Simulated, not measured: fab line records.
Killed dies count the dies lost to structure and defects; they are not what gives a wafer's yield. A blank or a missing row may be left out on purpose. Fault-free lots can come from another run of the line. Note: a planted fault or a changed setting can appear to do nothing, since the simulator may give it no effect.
Which tool did it?	flow sky130	32 wafers from 11 lots sampled at 4 of the route's 708 steps

== WHAT EACH GAUGE READ, for each wafer ==
SKY_VIA2_RS_MEAS_22: uses a four-point probe to measure. Usual: VIA2_W_RS typically reads 0.2757 ohm/sq, with standard deviation 0.0027.
lot	measured	on	VIA2_W_RS (ohm/sq)	flag
L963	day 36 06:29	filmMetro-02	0.2807 0.2762 0.2747	
L965	day 37 07:34	filmMetro-01	0.2750 0.2781 0.2786	
L967	day 38 15:41	filmMetro-01	0.2745 0.2735 0.2741	
L970	day 38 18:07	filmMetro-02	0.2780 0.2805 0.2790	
L969	day 38 18:31	filmMetro-04	0.2747 0.2802 0.2796	
L968	day 38 20:25	filmMetro-02	0.2736 0.2771 0.2783	
L971	day 38 21:26	filmMetro-04	0.2782 0.2747 0.2777	
L973	day 39 22:02	filmMetro-01	0.2727 0.2763 0.2764	
L980	day 41 09:21	filmMetro-02	0.2786 0.2792	
L984	day 42 06:11	filmMetro-02	0.2744 0.2751 0.2734	
L985	day 42 14:56	filmMetro-01	0.2737 0.2779 0.2789	

SKY_METAL3_OVL_MEAS_14. Usual: METAL3_OVL typically reads 4 nm, with standard deviation 5.8.
lot	measured	on	METAL3_OVL (nm)	flag
L963	day 38 10:56	overlay-02	-1 3 -11	
L965	day 39 10:49	overlay-02	4 15 14	
L967	day 40 18:29	overlay-01	5 -4 -1	
L970	day 40 19:47	overlay-02	10 2 9	
L969	day 40 20:52	overlay-01	-3 -1 5	
L968	day 40 23:06	overlay-01	6 -7 -8	
L971	day 40 23:55	overlay-01	1 0 5	
L973	day 42 00:26	overlay-01	11 5 10	
L980	day 43 08:38	overlay-02	-1 8	
L984	day 44 04:37	overlay-01	0 -6 11	
L985	day 44 14:45	overlay-02	5 5 3	

== WHAT TOOL EACH LOT RAN ON (gives the tool, then ch and the chambers of the sampled wafers, and finally the start) ==
lot	SKY_CAPM_COAT_07	SKY_CAPM_STRIP_14
L963	lithoTrack-03 ch 0, day 36 19:20	plasmaAsher-04 ch 0,1, day 37 09:06
L965	lithoTrack-03 ch 0, day 37 20:05	plasmaAsher-04 ch 0,1, day 38 09:18
L967	lithoTrack-03 ch 0, day 39 04:41	plasmaAsher-01 ch 0,1, day 39 17:31
L970	lithoTrack-01 ch 0, day 39 07:35	plasmaAsher-01 ch 0,1, day 39 19:18
L969	lithoTrack-01 ch 0, day 39 08:11	plasmaAsher-04 ch 0,1, day 39 19:56
L968	lithoTrack-01 ch 0, day 39 10:34	plasmaAsher-01 ch 0,1, day 39 22:16
L971	lithoTrack-01 ch 0, day 39 11:26	plasmaAsher-03 ch 0,1, day 39 22:50
L973	lithoTrack-01 ch 0, day 40 11:29	plasmaAsher-03 ch 0,1, day 40 23:15
L980	lithoTrack-01 ch 0, day 41 21:47	plasmaAsher-04 ch 0,1, day 42 09:18
L984	lithoTrack-01 ch 0, day 42 18:38	plasmaAsher-04 ch 0,1, day 43 05:30
L985	lithoTrack-02 ch 0, day 43 02:37	plasmaAsher-01 ch 0,1, day 43 15:03
- SKY_CAPM_COAT_07: resist thk 1140 nm.
- SKY_CAPM_STRIP_14: strips in O2/N2.

== WHAT THE TOOLS THEMSELVES READ (means of the sampled wafers that have a number; where no wafer has one, the mark that the record gives instead) ==
SKY_CAPM_COAT_07. Usual: dispensePressureKPa at 50.8 kPa, with a standard deviation of 2.7.
lot	tool	dispensePressureKPa (kPa)	flag
L963	lithoTrack-03	49.7	
L965	lithoTrack-03	49.8	
L967	lithoTrack-03	49.8	
L970	lithoTrack-01	53.5	
L969	lithoTrack-01	53.5	
L968	lithoTrack-01	53.5	
L971	lithoTrack-01	53.5	
L973	lithoTrack-01	53.5	
L980	lithoTrack-01	53.5	
L984	lithoTrack-01	53.6	
L985	lithoTrack-02	47.0	

SKY_CAPM_STRIP_14. Usual: drypumpMotorCurrentA 5.5 A, standard deviation 0.39; oesProductAu 0.711 a.u., standard deviation 0.0048; stripTimeToEndpointS 12.65 s, standard deviation 0.042.
lot	tool	drypumpMotorCurrentA (A)	oesProductAu (a.u.)	stripTimeToEndpointS (s)	flag
L963	plasmaAsher-04	6.0	0.713	12.67	
L965	plasmaAsher-04	5.8	0.707	12.64	
L967	plasmaAsher-01	5.4	0.711	12.61	
L970	plasmaAsher-01	5.3	0.711	12.59	
L969	plasmaAsher-04	5.8	0.715	12.62	
L968	plasmaAsher-01	5.2	0.710	12.65	
L971	plasmaAsher-03	5.1	0.706	12.67	
L973	plasmaAsher-03	5.3	0.706	12.65	
L980	plasmaAsher-04	5.9	0.701	11.93	OFF
L984	plasmaAsher-04	5.9	0.698	11.70	OFF
L985	plasmaAsher-01	5.2	0.713	12.73	

== THE ANSWER, worked out from the rows above alone ==
Rule: a lot counts as off when the mean over its wafers that have a number is more than 3 standard deviations away from the usual mean. Also off: a lot with no number at a reading for which 4 or more lots have one. Where the step has rows for the other lots, those lots are counted as sound. Order of review: gauges by route order, followed by the tools' own readings, for which a lot's mean as printed above is used. The first step at which some lot is off is used, and at that step the reading that is off furthest; a lot without a number counts as furthest.
Off at SKY_CAPM_STRIP_14 (stripTimeToEndpointS): L980, L984.
If a tool, at that step or one of the process steps before it, ran each lot that is off and ran no sound lot following the first of them, it fits. 2 tools fit, lithoTrack-01 at SKY_CAPM_COAT_07 and plasmaAsher-04 at SKY_CAPM_STRIP_14, so this cannot tell which one it is.

== WHAT THE SIMULATOR HAD INSERTED ==
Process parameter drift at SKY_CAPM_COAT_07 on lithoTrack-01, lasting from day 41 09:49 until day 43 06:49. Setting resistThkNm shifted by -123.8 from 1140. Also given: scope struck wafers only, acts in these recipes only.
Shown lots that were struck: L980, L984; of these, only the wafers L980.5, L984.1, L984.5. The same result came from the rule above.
